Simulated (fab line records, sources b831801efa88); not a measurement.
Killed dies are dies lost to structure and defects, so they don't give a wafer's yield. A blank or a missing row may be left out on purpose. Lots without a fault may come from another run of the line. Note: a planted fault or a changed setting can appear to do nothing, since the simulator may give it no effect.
fab line records	flow sky130
record lots=12	wafers=36	last_day=51
route steps=708 shown FIELD_ISO@1 VT_ADJUST_LVTN@101 SONOS_ONO@171 PAD_OPEN@708
lots that met no fault: from a run of the same line without faults
start_h: the number of hours between the record's first day and the start of the first shown wafer of the lot	wait_h: how many hours have passed since the lot's step before this one	" as in the row above	L1.1+2: one row covering several wafers at once	- no value present, or no start provided	* or withheld: withheld	< > ~ a bound
route shown NAME@n: names a module that has steps shown in the file, with the first one's number in the route	usual: mean/standard deviation taken from wafers without a fault	same: alike in all rows	chamber/n: place in a boat	sites: the reading at each site	_std_site: how widely they spread, as a standard deviation	_edge_site: inner sites' mean taken away from outer sites' mean	radius_mm: for every site, how far away it sits from the centre of the wafer	mask NAME#n: copy n	behind: the tool/chamber that last shaped the wafer	hold: what put the lot on hold/how long, in hours/how the hold closed	device: the n, p or np transistor that did not switch	end of line: the same wafers' tests at the end of the route	for a step that has no rows: nothing shown but its recipe	killed: dies lost to structure and defects at the first sort, not the wafer's yield	map: a wafer's dies, marking killed ones x, the rest . and places with no die _
set.NAME: the setting that was run; set.NAME@STEP: the one run at that earlier step	model.NAME: the simulator's own value behind a step, which no gauge read
a sample of lots followed through the steps of the route, with each step as a table and each wafer as a row
services: from which hour (start_h, from the record's first day; less than 0 if before it) a tool's chamber was out of use, for how many hours, and why
## steps
# step SKY_FIELD_ISO_BOW_MEAS_00
# recipe mode=bow
# usual INCOMING_BOW=0/6.1
lot.wafer	tool	chamber	start_h	wait_h	INCOMING_BOW[um]
L929.2	film_metro-03	-	20.02	-	-3
L929.5	"	-	"	"	8
L929.6	"	-	"	"	3
L930.3	film_metro-02	-	25.04	-	-3
L930.4	"	-	"	"	-9
L930.5	"	-	"	"	3
L934.1	film_metro-03	-	45.00	-	10
L934.4	"	-	"	"	1
L934.5	"	-	"	"	0
L939.1	film_metro-02	-	70.00	-	-8
L939.3	"	-	"	"	4
L939.6	"	-	"	"	-11
L940.2	film_metro-01	-	75.02	-	-2
L940.4	"	-	"	"	8
L940.6	"	-	"	"	13
L942.2	film_metro-03	-	85.02	-	-4
L942.3	"	-	"	"	11
L942.4	"	-	"	"	4
L944.3	film_metro-02	-	95.04	-	-3
L944.5	"	-	"	"	-7
L944.6	"	-	"	"	-3
L945.1	film_metro-03	-	100.00	-	11
L945.3	"	-	"	"	1
L945.6	"	-	"	"	10
L947.1	film_metro-02	-	110.00	-	1
L947.3	"	-	"	"	-3
L947.5	"	-	"	"	-8
L948.1	film_metro-01	-	115.00	-	-11
L948.3	"	-	"	"	3
L948.6	"	-	"	"	3
L949.2	film_metro-03	-	120.02	-	9
L949.5	"	-	"	"	-2
L949.6	"	-	"	"	-3
L950.4	film_metro-03	-	125.06	-	-4
L950.5	"	-	"	"	12
L950.6	"	-	"	"	-11
# step SKY_VT_ADJUST_LVTN_EXPOSE_04
# recipe mask_id=NWM_COMPLEMENT_LESS_NATIVE	na=0.6	source_shape=conventional	sigma_outer=0.6	polarization=unpolarized	target_cd_nm=840	dose_mj=194
# usual reticle_temp_C=23.01/0.1
lot.wafer	tool	chamber	start_h	wait_h	mask	reticle_temp_C
L929.2	iline_stepper-01	0	155.07	-	HVTPM#0	22.98
L929.5	"	0	"	"	HVTPM#0	23.11
L929.6	"	0	"	"	HVTPM#0	22.83
L930.3	iline_stepper-01	0	158.64	-	NWM_COMPLEMENT_LESS_NATIVE#0	22.93
L930.4	"	0	"	"	NWM_COMPLEMENT_LESS_NATIVE#0	22.88
L930.5	"	0	"	"	NWM_COMPLEMENT_LESS_NATIVE#0	23.06
L934.1	iline_stepper-01	0	186.16	-	NWM_COMPLEMENT_LESS_NATIVE#0	22.99
L934.4	"	0	"	"	NWM_COMPLEMENT_LESS_NATIVE#0	23.07
L934.5	"	0	"	"	NWM_COMPLEMENT_LESS_NATIVE#0	23.09
L939.1	iline_stepper-01	0	220.13	-	NWM_COMPLEMENT_LESS_NATIVE#0	22.91
L939.3	"	0	"	"	NWM_COMPLEMENT_LESS_NATIVE#0	22.97
L939.6	"	0	"	"	NWM_COMPLEMENT_LESS_NATIVE#0	23.16
L940.2	iline_stepper-02	0	222.44	-	NWM_COMPLEMENT_LESS_NATIVE#0	23.13
L940.4	"	0	"	"	NWM_COMPLEMENT_LESS_NATIVE#0	22.98
L940.6	"	0	"	"	NWM_COMPLEMENT_LESS_NATIVE#0	22.98
L942.2	iline_stepper-01	0	231.88	-	NWM_COMPLEMENT_LESS_NATIVE#0	23.03
L942.3	"	0	"	"	NWM_COMPLEMENT_LESS_NATIVE#0	22.90
L942.4	"	0	"	"	NWM_COMPLEMENT_LESS_NATIVE#0	22.89
L944.3	iline_stepper-01	0	244.96	-	NWM_COMPLEMENT_LESS_NATIVE#0	23.12
L944.5	"	0	"	"	NWM_COMPLEMENT_LESS_NATIVE#0	23.07
L944.6	"	0	"	"	NWM_COMPLEMENT_LESS_NATIVE#0	23.18
L945.1	iline_stepper-01	0	250.10	-	NWM_COMPLEMENT_LESS_NATIVE#0	22.92
L945.3	"	0	"	"	NWM_COMPLEMENT_LESS_NATIVE#0	22.99
L945.6	"	0	"	"	NWM_COMPLEMENT_LESS_NATIVE#0	22.95
L947.1	iline_stepper-02	0	264.17	-	NWM_COMPLEMENT_LESS_NATIVE#0	23.07
L947.3	"	0	"	"	NWM_COMPLEMENT_LESS_NATIVE#0	23.18
L947.5	"	0	"	"	NWM_COMPLEMENT_LESS_NATIVE#0	23.19
L948.1	iline_stepper-01	0	279.42	-	NWM_COMPLEMENT_LESS_NATIVE#0	23.10
L948.3	"	0	"	"	NWM_COMPLEMENT_LESS_NATIVE#0	22.85
L948.6	"	0	"	"	NWM_COMPLEMENT_LESS_NATIVE#0	22.94
L949.2	iline_stepper-01	0	282.17	-	NWM_COMPLEMENT_LESS_NATIVE#0	22.87
L949.5	"	0	"	"	NWM_COMPLEMENT_LESS_NATIVE#0	22.91
L949.6	"	0	"	"	NWM_COMPLEMENT_LESS_NATIVE#0	23.05
L950.4	iline_stepper-02	0	286.81	-	NWM_COMPLEMENT_LESS_NATIVE#0	22.99
L950.5	"	0	"	"	NWM_COMPLEMENT_LESS_NATIVE#0	22.93
L950.6	"	0	"	"	NWM_COMPLEMENT_LESS_NATIVE#0	23.03
# step SKY_VT_ADJUST_LVTN_OVL_MEAS_07
# usual VT_ADJUST_LVTN_OVL=-0.5/1.2
lot.wafer	tool	chamber	start_h	wait_h	VT_ADJUST_LVTN_OVL[nm]
L929.2	overlay-02	-	165.00	-	-
L929.5	"	-	"	"	-
L929.6	"	-	"	"	-
L930.3	overlay-02	-	168.51	-	0.0
L930.4	"	-	"	"	-0.3
L930.5	"	-	"	"	0.8
L934.1	overlay-02	-	196.68	-	-0.1
L934.4	"	-	"	"	-0.7
L934.5	"	-	"	"	1.7
L939.1	overlay-01	-	231.50	-	-0.2
L939.3	"	-	"	"	-1.1
L939.6	"	-	"	"	0.2
L940.2	overlay-02	-	233.94	-	1.2
L940.4	"	-	"	"	-0.8
L940.6	"	-	"	"	-1.0
L942.2	overlay-02	-	243.46	-	-3.8
L942.3	"	-	"	"	-3.0
L942.4	"	-	"	"	-0.9
L944.3	overlay-02	-	256.56	-	-0.8
L944.5	"	-	"	"	-0.9
L944.6	"	-	"	"	-1.4
L945.1	overlay-01	-	262.20	-	1.0
L945.3	"	-	"	"	-0.4
L945.6	"	-	"	"	0.2
L947.1	overlay-02	-	275.65	-	-0.8
L947.3	"	-	"	"	-0.4
L947.5	"	-	"	"	-0.5
L948.1	overlay-01	-	292.35	-	-1.4
L948.3	"	-	"	"	-1.3
L948.6	"	-	"	"	-1.4
L949.2	overlay-01	-	294.39	-	-1.8
L949.5	"	-	"	"	-2.0
L949.6	"	-	"	"	-0.8
L950.4	overlay-02	-	299.00	-	0.4
L950.5	"	-	"	"	-0.1
L950.6	"	-	"	"	-0.8
# step SKY_VT_ADJUST_LVTN_TW_MEAS_10
# usual VT_ADJUST_LVTN_TW=240.8/2.3
lot.wafer	tool	chamber	start_h	wait_h	VT_ADJUST_LVTN_TW
L929.2	film_metro-04	-	165.29	0.1	29.9
L929.5	"	-	"	"	30.2
L929.6	"	-	"	"	30.1
L930.3	film_metro-03	-	168.81	0.1	238.7
L930.4	"	-	"	"	239.6
L930.5	"	-	"	"	240.1
L934.1	film_metro-03	-	196.97	0.1	237.2
L934.4	"	-	"	"	236.9
L934.5	"	-	"	"	236.7
L939.1	film_metro-01	-	231.79	0.1	243.1
L939.3	"	-	"	"	242.9
L939.6	"	-	"	"	241.9
L940.2	film_metro-03	-	234.23	0.1	237.5
L940.4	"	-	"	"	236.4
L940.6	"	-	"	"	235.5
L942.2	film_metro-04	-	243.75	0.1	242.2
L942.3	"	-	"	"	242.1
L942.4	"	-	"	"	243.3
L944.3	film_metro-01	-	256.86	0.1	241.5
L944.5	"	-	"	"	240.9
L944.6	"	-	"	"	241.7
L945.1	film_metro-01	-	262.48	0.1	242.5
L945.3	"	-	"	"	243.2
L945.6	"	-	"	"	242.4
L947.1	film_metro-03	-	275.94	0.1	237.6
L947.3	"	-	"	"	239.2
L947.5	"	-	"	"	237.9
L948.1	film_metro-01	-	292.64	0.1	240.8
L948.3	"	-	"	"	241.5
L948.6	"	-	"	"	240.6
L949.2	film_metro-04	-	294.68	0.1	243.2
L949.5	"	-	"	"	242.2
L949.6	"	-	"	"	242.2
L950.4	film_metro-04	-	299.45	0.1	243.3
L950.5	"	-	"	"	242.9
L950.6	"	-	"	"	241.6
# step SKY_VT_ADJUST_LVTN_TW_MEAS_21
# usual VT_ADJUST_LVTN_2_TW=187.4/1.9
lot.wafer	tool	chamber	start_h	wait_h	VT_ADJUST_LVTN_2_TW
L929.2	film_metro-01	-	187.39	0.1	188.8
L929.5	"	-	"	"	188.2
L929.6	"	-	"	"	188.2
L930.3	film_metro-04	-	190.11	0.1	186.9
L930.4	"	-	"	"	188.6
L930.5	"	-	"	"	187.6
L934.1	film_metro-04	-	219.77	0.1	189.6
L934.4	"	-	"	"	189.5
L934.5	"	-	"	"	188.9
L939.1	film_metro-03	-	255.52	0.1	185.5
L939.3	"	-	"	"	185.5
L939.6	"	-	"	"	186.1
L940.2	film_metro-04	-	257.45	0.1	189.4
L940.4	"	-	"	"	188.5
L940.6	"	-	"	"	187.6
L942.2	film_metro-03	-	268.13	0.1	184.4
L942.3	"	-	"	"	185.5
L942.4	"	-	"	"	185.1
L944.3	film_metro-04	-	282.30	0.1	188.5
L944.5	"	-	"	"	188.6
L944.6	"	-	"	"	188.5
L945.1	film_metro-03	-	287.29	0.1	184.6
L945.3	"	-	"	"	184.9
L945.6	"	-	"	"	185.6
L947.1	film_metro-03	-	301.68	0.1	185.2
L947.3	"	-	"	"	185.9
L947.5	"	-	"	"	185.8
L948.1	film_metro-01	-	318.72	0.1	188.8
L948.3	"	-	"	"	189.8
L948.6	"	-	"	"	189.7
L949.2	film_metro-03	-	321.04	0.1	186.0
L949.5	"	-	"	"	186.1
L949.6	"	-	"	"	185.3
L950.4	film_metro-04	-	325.46	0.1	189.1
L950.5	"	-	"	"	189.2
L950.6	"	-	"	"	188.6
# step SKY_SONOS_ONO_THK_MEAS_03
# recipe reads=Si3N4_of_SONOS_ONO_CVD_02
# usual SONOS_ONO_CVD_02_THK=10.50/0.13
lot.wafer	tool	chamber	start_h	wait_h	SONOS_ONO_CVD_02_THK[nm]
L929.2	film_metro-03	-	288.20	0.0	10.36
L929.5	"	-	"	"	10.48
L929.6	"	-	"	"	10.46
L930.3	film_metro-01	-	288.21	0.0	10.52
L930.4	"	-	"	"	10.40
L930.5	"	-	"	"	10.38
L934.1	film_metro-02	-	324.26	0.0	10.54
L934.4	"	-	"	"	10.55
L934.5	"	-	"	"	10.52
L939.1	film_metro-02	-	364.54	0.0	10.56
L939.3	"	-	"	"	10.51
L939.6	"	-	"	"	10.53
L940.2	film_metro-01	-	368.48	0.0	10.37
L940.4	"	-	"	"	10.39
L940.6	"	-	"	"	10.45
L942.2	film_metro-03	-	382.37	0.0	10.35
L942.3	"	-	"	"	10.41
L942.4	"	-	"	"	10.43
L944.3	film_metro-03	-	397.64	0.0	10.39
L944.5	"	-	"	"	10.46
L944.6	"	-	"	"	10.45
L945.1	film_metro-01	-	402.56	0.0	10.49
L945.3	"	-	"	"	10.54
L945.6	"	-	"	"	10.43
L947.1	film_metro-02	-	421.20	0.0	10.35
L947.3	"	-	"	"	10.38
L947.5	"	-	"	"	10.41
L948.1	film_metro-01	-	439.71	0.0	10.54
L948.3	"	-	"	"	10.52
L948.6	"	-	"	"	10.65
L949.2	film_metro-02	-	442.57	0.0	10.56
L949.5	"	-	"	"	10.49
L949.6	"	-	"	"	10.58
L950.4	film_metro-02	-	447.79	0.0	10.43
L950.5	"	-	"	"	10.41
L950.6	"	-	"	"	10.30
# step SKY_PAD_OPEN_PROBE_99
# usual killed_at_M0_to_M3=43/7.5	killed_at_M4_up=3.2/1.9	killed_at_contacts=24/5.6	killed_at_front_end=15/4.8	killed_at_other=0.2/0.54	killed_dies=86/11	killed_on_rim=17/3.6	killed_open=47/7.6	killed_short=39/7.1
# same gross_dies=492	killed_at_back_side=0
lot.wafer	tool	chamber	start_h	wait_h	killed_at_M0_to_M3	killed_at_M4_up	killed_at_contacts	killed_at_front_end	killed_at_other	killed_dies	killed_on_rim	killed_open	killed_short
L929.2	prober-01	-	1118.70	0.1	48	6	22	416	0	492	96	44	44
L929.5	prober-01	-	1118.85	0.2	42	1	24	424	1	492	96	44	41
L929.6	prober-01	-	1118.90	0.2	46	0	23	423	0	492	96	46	38
L934.1	prober-01	-	1144.48	0.1	40	3	35	15	0	93	16	53	40
L934.4	prober-01	-	1144.63	0.2	45	3	21	15	0	84	14	44	40
L934.5	prober-01	-	1144.68	0.2	50	2	18	13	0	83	18	39	44
L940.2	prober-02	-	1173.99	0.1	55	4	31	15	0	105	19	66	39
L940.4	prober-02	-	1174.09	0.2	49	4	28	15	2	98	21	51	47
L940.6	prober-02	-	1174.19	0.2	48	5	27	11	0	91	19	59	32
L939.1	prober-01	-	1174.42	0.1	38	3	32	11	1	85	18	48	37
L939.3	prober-01	-	1174.52	0.2	46	3	23	16	0	88	16	38	50
L939.6	prober-01	-	1174.67	0.2	43	1	30	13	0	87	17	51	36
# killed by level:class
L929.2 VT_ADJUST_LVTN:area_expose=404 VIA1:geometric_particle:open=10 CONTACT:geometric_particle:open=7 VIA3:geometric_particle:open=7 METAL3:geometric_particle:short=7 LI_CONTACT:geometric_particle:open=6 FIELD_ISO:geometric_particle:short=5 VIA2:geometric_particle:open=5
L929.5 VT_ADJUST_LVTN:area_expose=407 VIA1:geometric_particle:open=13 CONTACT:geometric_particle:open=7 VIA3:geometric_particle:open=6 POLY_GATE:geometric_particle:open=6 LI_CONTACT:geometric_particle:open=6 LOCAL_INTERCONNECT:geometric_particle:short=6 METAL2:geometric_particle:short=6
L929.6 VT_ADJUST_LVTN:area_expose=408 VIA1:geometric_particle:open=14 CONTACT:geometric_particle:open=9 CONTACT:geometric_particle:short=7 VIA1:geometric_particle:short=7 METAL3:geometric_particle:short=7 POLY_GATE:geometric_particle:open=5 LI_CONTACT:geometric_particle:open=5
L934.1 CONTACT:geometric_particle:open=15 VIA3:geometric_particle:open=8 VIA1:geometric_particle:open=7 LOCAL_INTERCONNECT:geometric_particle:short=6 CONTACT:geometric_particle:short=6 METAL1:geometric_particle:short=6 FIELD_ISO:geometric_particle:open=5 LI_CONTACT:geometric_particle:short=4
L934.4 VIA1:geometric_particle:open=11 LI_CONTACT:geometric_particle:open=8 METAL2:geometric_particle:short=8 VIA3:geometric_particle:open=8 VIA1:geometric_particle:short=6 CONTACT:geometric_particle:short=6 CONTACT:geometric_particle:open=5 METAL1:geometric_particle:short=5
L934.5 VIA1:geometric_particle:open=8 METAL1:geometric_particle:short=7 METAL2:geometric_particle:short=7 LOCAL_INTERCONNECT:geometric_particle:short=6 VIA2:geometric_particle:open=6 VIA3:geometric_particle:open=6 LI_CONTACT:geometric_particle:open=5 CONTACT:geometric_particle:open=5
L940.2 CONTACT:geometric_particle:open=15 VIA3:geometric_particle:open=14 VIA1:geometric_particle:open=11 METAL1:geometric_particle:short=10 CONTACT:geometric_particle:short=7 LI_CONTACT:geometric_particle:open=6 FIELD_ISO:geometric_particle:open=5 VIA2:geometric_particle:open=5
L940.4 VIA1:geometric_particle:open=15 CONTACT:geometric_particle:open=8 METAL1:geometric_particle:short=7 LI_CONTACT:geometric_particle:open=6 LOCAL_INTERCONNECT:geometric_particle:short=6 METAL3:geometric_particle:short=5 CONTACT:geometric_particle:short=5 VIA2:geometric_particle:open=5
L940.6 VIA1:geometric_particle:open=14 CONTACT:geometric_particle:open=13 VIA2:geometric_particle:open=8 VIA3:geometric_particle:open=8 LI_CONTACT:geometric_particle:open=6 CONTACT:geometric_particle:short=6 VIA2:geometric_particle:short=5 POLY_GATE:geometric_particle:short=4
L939.1 LI_CONTACT:geometric_particle:open=9 CONTACT:geometric_particle:open=9 CONTACT:geometric_particle:short=7 VIA2:geometric_particle:open=7 VIA1:geometric_particle:open=6 METAL2:geometric_particle:short=5 FIELD_ISO:geometric_particle:open=4 METAL1:geometric_particle:short=4
L939.3 FIELD_ISO:geometric_particle:short=9 CONTACT:geometric_particle:open=8 VIA1:geometric_particle:open=8 METAL2:geometric_particle:short=7 CONTACT:geometric_particle:short=6 VIA2:geometric_particle:open=6 VIA3:geometric_particle:short=5 METAL1:geometric_particle:short=4
L939.6 LI_CONTACT:geometric_particle:open=9 VIA1:geometric_particle:short=9 VIA1:geometric_particle:open=8 FIELD_ISO:geometric_particle:open=7 CONTACT:geometric_particle:open=7 VIA2:geometric_particle:open=7 CONTACT:geometric_particle:short=6 VIA3:geometric_particle:open=5
## services
tool	chamber	start_h	hours	kind
iline_stepper-01	-	156.75	0.5	repair
iline_stepper-02	-	178.02	1.7	pm
iline_stepper-02	-	182.42	4.1	repair
iline_stepper-01	-	214.02	1.7	pm
## key
first_sign step=SKY_VT_ADJUST_LVTN_EXPOSE_04	reading=mask	direction=changed
effect step=SKY_VT_ADJUST_LVTN_OVL_MEAS_07	reading=VT_ADJUST_LVTN_OVL	direction=missing
effect step=SKY_VT_ADJUST_LVTN_TW_MEAS_10	reading=VT_ADJUST_LVTN_TW	direction=down	sigmas=93	usual=240.8	struck=30.1
effect step=SKY_PAD_OPEN_PROBE_99	reading=killed_at_front_end	direction=up	sigmas=85	usual=15	struck=421
more_kills_born_at SKY_VT_ADJUST_LVTN_EXPOSE_04@iline_stepper-01=1219
met_at SKY_VT_ADJUST_LVTN_EXPOSE_04
struck_lots L929
tester_left_out L929
not_acting_at SKY_FIELD_ISO_BOW_MEAS_00,SKY_VT_ADJUST_LVTN_TW_MEAS_21,SKY_SONOS_ONO_THK_MEAS_03
fault kind=wrong_mask	tool=any	chamber=-	onset_h=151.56	steps=SKY_VT_ADJUST_LVTN_EXPOSE_04	aux_copy=HVTPM#0	scope=struck_lots_only
# tester_left_out: of these lots the tester's yield and bins aren't shown, on N5 and GAA mostly nor the transistor test; their killed dies are dies lost to structure and defects alone, not to doping, threshold or leakage, so they don't give the yield
